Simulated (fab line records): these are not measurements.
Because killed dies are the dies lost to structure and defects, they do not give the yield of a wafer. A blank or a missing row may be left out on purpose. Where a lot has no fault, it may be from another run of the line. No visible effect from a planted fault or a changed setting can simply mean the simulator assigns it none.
What tool caused it?    flow gf180mcu    36 wafers from 12 lots sampled at 2 of the route's 602 steps

== WHAT THE GAUGES READ, wafer by wafer ==
GF_V2_RS_MEAS_24: uses a four-point probe to measure.
lot   measured      on            V2_W_RS (ohm/sq)
L075  day 20 13:23  filmMetro-04  0.328 0.324 0.323
L077  day 21 05:27  filmMetro-04  0.338 0.339 0.336
L079  day 22 10:10  filmMetro-04  0.325 0.324 0.320
L081  day 23 02:09  filmMetro-03  0.331 0.335 0.335
L083  day 23 15:16  filmMetro-02  0.334 0.331 0.334
L085  day 24 12:56  filmMetro-03  0.325 0.320 0.313
L087  day 24 22:44  filmMetro-03  0.335 0.329 0.326
L089  day 25 16:32  filmMetro-02  0.342 0.341 0.333
L091  day 26 01:46  filmMetro-03  0.335 0.331 0.334
L093  day 26 21:55  filmMetro-03  0.336 0.335 0.335
L095  day 27 12:56  filmMetro-04  0.315 0.314 0.320
L097  day 27 22:28  filmMetro-02  0.327 0.320 0.325

== WHICH TOOL RAN EACH LOT (tool, then ch and the chambers of the sampled wafers, then the start) ==
lot   GF_V1_STRIP_18
L075  plasmaAsher-03 ch 0,1, day 18 09:27
L077  plasmaAsher-01 ch 0,1, day 19 01:34
L079  plasmaAsher-04 ch 0,1, day 20 05:46
L081  plasmaAsher-04 ch 0,1, day 20 23:24
L083  plasmaAsher-03 ch 0,1, day 21 13:10
L085  plasmaAsher-01 ch 0, day 22 11:57
L087  plasmaAsher-04 ch 0,1, day 22 22:28
L089  plasmaAsher-03 ch 0,1, day 23 15:52
L091  plasmaAsher-01 ch 0,1, day 24 02:24
L093  plasmaAsher-04 ch 0,1, day 25 00:53
L095  plasmaAsher-01 ch 0,1, day 25 15:53
L097  plasmaAsher-04 ch 0,1, day 26 02:09
- GF_V1_STRIP_18: strips in O2/N2.

== THE ANSWER, worked out from the rows above alone ==
Rule: usual is defined by the lots themselves. Put in order of their means at a reading, lots are off if they are a third of the lots or fewer, leave a main group of 4 or more, and stand apart from it by a gap of 3 or more times the standard deviation of the main group's means; of several such gaps the widest counts. A main group is skipped when, at the precision printed for the reading in the tables above, its means are all equal. Also off: a lot with no number at a reading for which 4 or more lots have one. The other lots that the step has rows for count as sound.
No lot is off at any reading shown: from this, nothing can be told.

== WHAT HAD BEEN PUT IN BY THE SIMULATOR ==
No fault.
